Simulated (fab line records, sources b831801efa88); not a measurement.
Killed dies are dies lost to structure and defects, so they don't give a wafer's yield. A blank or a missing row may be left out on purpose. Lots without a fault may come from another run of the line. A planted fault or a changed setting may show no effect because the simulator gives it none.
A struck lot beside a sound one | flow sky130 | 23 steps out of a route of 708
Sound: wafers L564.1, L564.2, L564.4. Struck: wafers L572.1, L572.2, L572.3. The cause comes at the end.
At each step with rows: each side's tool, then ch and its chambers, then its first start. Under that, the readings that differ: sound wafers | struck wafers | difference of the means | sigmas: that difference in standard deviations of wafers without a fault.
alike: readings whose means differ by less than 2 such deviations, and words and numbers that are the same on both sides. not compared: withheld readings, readings that some wafer has no value for, bounds like >300 that may hide the same value, and numbers for which the record gives no deviation and whose values overlap.
The two part at a step that has a row with sigmas, a row that says differs or no value, or rows on one side only. Numbers that don't overlap but have no deviation are shown without sigmas and don't part them. A reading that every wafer of one side lacks parts them only if that side has two wafers or more.

first, 9 steps without rows for these wafers: SKY_LOCAL_INTERCONNECT_PEB_09; SKY_LOCAL_INTERCONNECT_DEVELOP_10 (develop time 60 s); SKY_LOCAL_INTERCONNECT_ETCH_13 (etches BARC in N2/H2, stops on SiO2, time 45.9 s, target depth 60 nm); SKY_LOCAL_INTERCONNECT_METAL_ETCH_14 (etches TiN in Cl2/BCl3, stops on PSG, target depth 110 nm, time 31.4 s); SKY_LOCAL_INTERCONNECT_STRIP_15 (strips in O2/N2); SKY_LOCAL_INTERCONNECT_STRIP_16 (strips in post etch residue remover, time 1200 s); SKY_LOCAL_INTERCONNECT_CLEAN_17 (cleans in IPA, time 180 s); SKY_LOCAL_INTERCONNECT_CLEAN_18 (cleans in O3/DIW); SKY_CONTACT_CVD_00 (deposits Si3N4, target thk 75 nm).
SKY_CONTACT_HDPCVD_02: deposits SiO2, target thk 565 nm, time 94.2 s.
  sound on hdpcvd-02 ch 0,1, day 30 10:39; struck on hdpcvd-01 ch 0,1,2, day 33 07:46
  no value came back on the struck wafers for pressure_mtorr (mTorr), run_length_s (s); on the sound wafers pressure_mtorr (mTorr) reads 5.992 6.010 6.021
then, 10 steps without rows for these wafers: SKY_CONTACT_CMP_04 (polishes SiO2); SKY_CONTACT_DEHYDRATE_06 (time 60 s); SKY_CONTACT_HMDS_07 (prime time 60 s); SKY_CONTACT_COAT_08 (resist thk 60 nm); SKY_CONTACT_COAT_09 (resist thk 450 nm); SKY_CONTACT_SOFTBAKE_10 (time 90 s); SKY_CONTACT_EXPOSE_11 (exposes mask CTM1, target cd 170 nm); SKY_CONTACT_PEB_12; SKY_CONTACT_DEVELOP_13 (develop time 60 s); SKY_CONTACT_ETCH_16 (etches BARC in N2/H2, stops on SiO2, time 45.9 s, target depth 60 nm).
SKY_CONTACT_ETCH_17: etches SiO2 in C4F8/O2/Ar, stops on Si3N4, target depth 340 nm.
  sound on rie_diel-03 ch 0,1,3, day 31 15:08; struck on rie_diel-01 ch 0,1,2, day 34 11:50
  reading                  | sound             | struck            | difference | sigmas
  oes_product_au (a.u.)    | 0.889 0.892 0.898 | 0.375 0.383 0.374 | -0.516     | -99 or more
  model.etch.depth_nm (nm) | 340.1 340.1 341.1 | 0 0 0             | -340       |
  alike: chamber_pressure_mTorr
then, 1 step without rows for these wafers: SKY_CONTACT_ETCH_18 (etches Si3N4 in CHF3/O2, stops on TiN, time 39 s, target depth 75 nm).
-- the record jumps here: 14 days lie between the struck wafers' starts before and after (it left off in module CONTACT and takes up again in module PAD_OPEN, whose first step shown is number 708 of the route) --
SKY_PAD_OPEN_PROBE_99:
  sound on prober-01, day 45 20:10; struck on prober-01, day 48 01:02
  reading            | sound    | struck      | difference | sigmas
  killed_at_M0_to_M3 | 46 44 50 | 11 6 6      | -39        | -5
  killed_at_contacts | 28 19 23 | 478 481 479 | +456       | +86
  killed_dies        | 86 77 86 | 492 492 492 | +409       | +44
  killed_on_rim      | 18 18 15 | 96 96 96    | +79        | +19
  killed_open        | 53 34 52 | 7 8 7       | -39        | -6
  killed_short       | 32 43 33 | 9 9 12      | -26        | -4
  alike: killed_at_M4_up, killed_at_front_end, killed_at_other

WHERE THEY PART
First at SKY_CONTACT_HDPCVD_02; last, within this record, at SKY_PAD_OPEN_PROBE_99.

WHY: what the simulator had put in
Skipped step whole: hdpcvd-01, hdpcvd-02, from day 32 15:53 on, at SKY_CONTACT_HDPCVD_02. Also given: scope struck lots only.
